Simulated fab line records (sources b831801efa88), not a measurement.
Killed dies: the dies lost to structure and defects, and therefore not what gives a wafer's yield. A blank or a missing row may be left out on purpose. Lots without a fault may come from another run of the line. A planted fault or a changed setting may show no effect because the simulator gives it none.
Split-lot trial | flow sfq_line | 5 lots, 15 wafers read, on a route of 325 steps

ON THE SPLIT
At SFQ_TRILAYER_R5_LITHO_COAT_136 (resist thk 600 nm), the setting spin_rpm was moved away from the recipe's 3000 rpm on 6 of the 15 wafers read, by -6.4% to +4.2%. All remaining wafers had this setting at the recipe value.

FROM THE SPLIT TO THE READING: what the file shows between them, 3 steps
- SFQ_TRILAYER_R5_LITHO_SOFTBAKE_140
- SFQ_TRILAYER_R5_LITHO_EXPOSE_137: exposes mask R5, target cd 500 nm
- SFQ_TRILAYER_R5_BARC_OPEN_METAL_ETCH_177: etches BARC in O2, target depth 125 nm, time 41.7 s

THE READING
KrF_of_TRILAYER_R5_LITHO_COAT_136.thk_nm (the simulator's own value, which no gauge read), in nm, at SFQ_TRILAYER_R5_ETCH_METAL_ETCH_139 (etches the open film in Cl2, stops on SiO2, target depth 60 nm, time 40 s). The file gives no usual value for it. Across the 9 wafers here that went through the recipe, the average is 497.9 nm and the standard deviation 1.7 nm.

wafer  | tool, chamber at the split | spin_rpm as run, rpm | against the recipe | KrF_of_TRILAYER_R5_LITHO_COAT_136.thk_nm, nm | against lot-mates on the recipe
L074.2 | litho_track-04, 0          | 3125                 | +4.2%              | 486.1                                        | -11.1
L074.3 | litho_track-04, 0          | 3125                 | +4.2%              | 483.4                                        | -13.8
L074.5 | litho_track-04, 0          | 3000                 | recipe             | 497.2                                        | -
L077.1 | litho_track-04, 0          | 3000                 | recipe             | 496.3                                        | -
L077.4 | litho_track-04, 0          | 3000                 | recipe             | 496.9                                        | -
L077.5 | litho_track-04, 0          | 3000                 | recipe             | 497.4                                        | -
L082.1 | litho_track-03, 0          | 3000                 | recipe             | 500.6                                        | -
L082.3 | litho_track-03, 0          | 3000                 | recipe             | 499                                          | -
L084.4 | litho_track-04, 0          | 3075                 | +2.5%              | 491.7                                        | -9.3
L084.6 | litho_track-04, 0          | 3000                 | recipe             | 501                                          | -
L085.1 | litho_track-02, 0          | 3000                 | recipe             | 497                                          | -
L085.2 | litho_track-02, 0          | 3000                 | recipe             | 496.1                                        | -
L085.3 | litho_track-02, 0          | 2807                 | -6.4%              | 516.3                                        | +19.7
L085.4 | litho_track-02, 0          | 2807                 | -6.4%              | 518.8                                        | +22.2
L085.6 | litho_track-02, 0          | 2807                 | -6.4%              | 515.5                                        | +18.9

FIT RESULTS
A straight line over all 15 wafers: KrF_of_TRILAYER_R5_LITHO_COAT_136.thk_nm changes by -2.98 nm for each +1% of spin_rpm; r = -0.99; the points scatter about the line by 1.7 nm.
The same after taking each lot's own level away (the mean of its wafers on the recipe; 15 wafers): -3.14 nm for each +1%; r = -1.00; scatter 1.1 nm.
According to that fit, moving spin_rpm by its largest amount changes the reading by 20 nm.
Measured against the standard deviation above, the lots' own levels, which go from 496.55 to 501.00 nm, span 2.6 times it.
So the lot-to-lot level changes the slope little: the two slopes agree.
Check: for one of the wafers moved furthest among these (-6.4%), held out of the fit, the line's prediction against its lot-mates is +20.4 nm. Against them it came out at +19.7 nm.

OTHER SPLITS ON THESE WAFERS
These wafers also went through other splits before the reading. Each is held against what the fit with the lots' levels taken away leaves over:
other split on the same wafers                   | wafers away from the commonest value | r with KrF_of_TRILAYER_R5_LITHO_COAT_136.thk_nm (lot level and that fit taken away)
SFQ_TRILAYER_I4_VIA_LITHO_EXPOSE_104 dose_mj     | 5                                    | -0.07
SFQ_TRILAYER_JJ_TRILAYER_DEP_SPUTTER_110 time_s  | 4                                    | -0.16
SFQ_TRILAYER_JJ_TRILAYER_DEP_SPUTTER_112 power_w | 7                                    | -0.47
SFQ_TRILAYER_JJ_CE_LITHO_PEB_117 peb_temp_c      | 3                                    | -0.22
SFQ_TRILAYER_M5_LITHO_PEB_126 peb_time_s         | 8                                    | +0.31
SFQ_TRILAYER_R5_DEP_SPUTTER_132 time_s           | 0                                    | -

THE WHOLE CHAIN: every reading that the file lists as answering this split, in the file's order
step                                | what it does                                                              | reading                                                                                   | change (the file's fit)              | r (the file's)
SFQ_TRILAYER_R5_LITHO_COAT_136      | resist thk 600 nm                                                         | KrF_of_TRILAYER_R5_LITHO_COAT_136.thk_nm (the simulator's own value, which no gauge read) | -3.2 nm for each +1% of the setting  | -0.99
SFQ_TRILAYER_R5_ETCH_METAL_ETCH_139 | etches the open film in Cl2, stops on SiO2, target depth 60 nm, time 40 s | KrF_of_TRILAYER_R5_LITHO_COAT_136.thk_nm (the simulator's own value, which no gauge read) | -3.15 nm for each +1% of the setting | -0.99

FILE'S OWN FIT
KrF_of_TRILAYER_R5_LITHO_COAT_136.thk_nm changes by -3.15 nm for each +1% of spin_rpm, r = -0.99.
